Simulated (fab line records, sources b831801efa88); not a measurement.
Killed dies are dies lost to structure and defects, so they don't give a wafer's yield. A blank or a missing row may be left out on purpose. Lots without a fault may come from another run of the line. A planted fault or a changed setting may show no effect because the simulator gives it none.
A sampling plan put to the test | flow gf180mcu | one fab line, 13 faults that these records tell of, each judged on the records of the lots that it struck
The plan is the line's own looks: the steps of the route at which a gauge or an inspection reads the wafer and doesn't change it. A look can be judged if struck wafers have a number there and the file gives its usual mean and standard deviation on fault-free wafers. Caught: at a look after the fault's first step, the mean of the struck wafers lies 4 or more of those standard deviations (sigma) from the usual mean. On the tool: the same test on the tool's own readings at the fault's steps. Another recipe on the struck wafers, or a record that is blank for them alone, also counts as caught.

THE FAULTS, as the simulator had put them in
1. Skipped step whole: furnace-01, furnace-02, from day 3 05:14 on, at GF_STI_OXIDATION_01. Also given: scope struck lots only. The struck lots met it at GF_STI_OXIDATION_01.
2. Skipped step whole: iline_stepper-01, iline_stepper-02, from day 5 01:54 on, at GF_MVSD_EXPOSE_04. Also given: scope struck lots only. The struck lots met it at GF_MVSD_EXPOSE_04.
3. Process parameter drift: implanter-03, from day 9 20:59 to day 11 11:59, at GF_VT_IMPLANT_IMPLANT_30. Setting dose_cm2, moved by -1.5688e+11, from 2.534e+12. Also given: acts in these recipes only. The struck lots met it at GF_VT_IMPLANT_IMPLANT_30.
4. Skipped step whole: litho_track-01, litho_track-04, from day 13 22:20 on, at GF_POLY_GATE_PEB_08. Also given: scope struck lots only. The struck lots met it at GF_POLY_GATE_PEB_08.
5. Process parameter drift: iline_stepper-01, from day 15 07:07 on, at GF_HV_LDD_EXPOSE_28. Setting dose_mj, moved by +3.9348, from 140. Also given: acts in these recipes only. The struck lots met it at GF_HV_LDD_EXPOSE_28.
6. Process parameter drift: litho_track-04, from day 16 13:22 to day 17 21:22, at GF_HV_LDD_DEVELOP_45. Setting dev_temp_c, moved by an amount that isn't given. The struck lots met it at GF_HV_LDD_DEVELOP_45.
7. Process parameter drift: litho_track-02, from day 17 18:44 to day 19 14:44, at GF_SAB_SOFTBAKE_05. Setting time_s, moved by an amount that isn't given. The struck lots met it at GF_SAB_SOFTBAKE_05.
8. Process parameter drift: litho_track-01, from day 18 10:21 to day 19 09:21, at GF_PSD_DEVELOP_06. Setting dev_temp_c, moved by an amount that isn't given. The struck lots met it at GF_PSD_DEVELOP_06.
9. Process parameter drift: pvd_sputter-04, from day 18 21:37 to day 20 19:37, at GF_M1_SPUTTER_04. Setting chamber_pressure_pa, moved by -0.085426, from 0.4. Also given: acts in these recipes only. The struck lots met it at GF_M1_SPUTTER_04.
10. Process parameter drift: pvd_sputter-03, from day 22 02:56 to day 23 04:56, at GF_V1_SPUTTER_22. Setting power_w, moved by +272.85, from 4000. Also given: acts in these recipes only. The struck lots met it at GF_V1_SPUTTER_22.
11. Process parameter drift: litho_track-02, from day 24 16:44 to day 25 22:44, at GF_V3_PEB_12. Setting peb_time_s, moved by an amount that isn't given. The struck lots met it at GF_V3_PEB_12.
12. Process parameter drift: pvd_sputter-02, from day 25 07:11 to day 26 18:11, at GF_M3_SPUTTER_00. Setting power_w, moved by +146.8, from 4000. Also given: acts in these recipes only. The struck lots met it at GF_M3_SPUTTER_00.
13. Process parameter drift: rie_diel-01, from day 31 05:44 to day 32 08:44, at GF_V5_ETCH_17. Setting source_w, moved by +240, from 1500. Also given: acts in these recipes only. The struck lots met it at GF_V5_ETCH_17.

WHAT THE PLAN SAW
fault | on the tool itself                               | first look that catches it                      | reading, sigma | median hours from its first step to that look | hours from the fault's start to the first struck lot there | judged looks passed uncaught
1     | the tool's record is blank for the struck wafers | no look after it can be judged                  | -              | -                                             | -                                                          | 0
2     | no reading that can be judged                    | none of the 2 looks that can be judged after it | -              | -                                             | -                                                          | 2
3     | dose_ions_cm2 -54 sigma                          | no look after it can be judged                  | -              | -                                             | -                                                          | 0
4     | the tool's record is blank for the struck wafers | no look after it can be judged                  | -              | -                                             | -                                                          | 0
5     | exposure_dose_mJ_cm2 +30 sigma                   | none of the 2 looks that can be judged after it | -              | -                                             | -                                                          | 2
6     | developer_temp_C -9.9 sigma                      | no look after it can be judged                  | -              | -                                             | -                                                          | 0
7     | heater_power_total_W +17 sigma                   | not the one look that can be judged after it    | -              | -                                             | -                                                          | 1
8     | developer_temp_C -6.5 sigma                      | no look after it can be judged                  | -              | -                                             | -                                                          | 0
9     | chamber_pressure_pa -99 or beyond sigma          | no look after it can be judged                  | -              | -                                             | -                                                          | 0
10    | cathode_dc_power_W +99 or beyond sigma           | no look after it can be judged                  | -              | -                                             | -                                                          | 0
11    | heater_power_total_W +11 sigma                   | no look after it can be judged                  | -              | -                                             | -                                                          | 0
12    | cathode_dc_power_W +99 or beyond sigma           | no look after it can be judged                  | -              | -                                             | -                                                          | 0
13    | rf_fwd_power_W +52 sigma                         | not the one look that can be judged after it    | -              | -                                             | -                                                          | 1
A dash: the fault isn't caught, or these records don't give the number.

Caught at a look: 0 of 13. Caught on the tool: 12 of 13. By one or the other: 12 of 13.
Caught on the tool alone: faults 1, 3, 4, 5, 6, 7, 8, 9, 10, 11, 12, 13.
Caught by neither: fault 2.
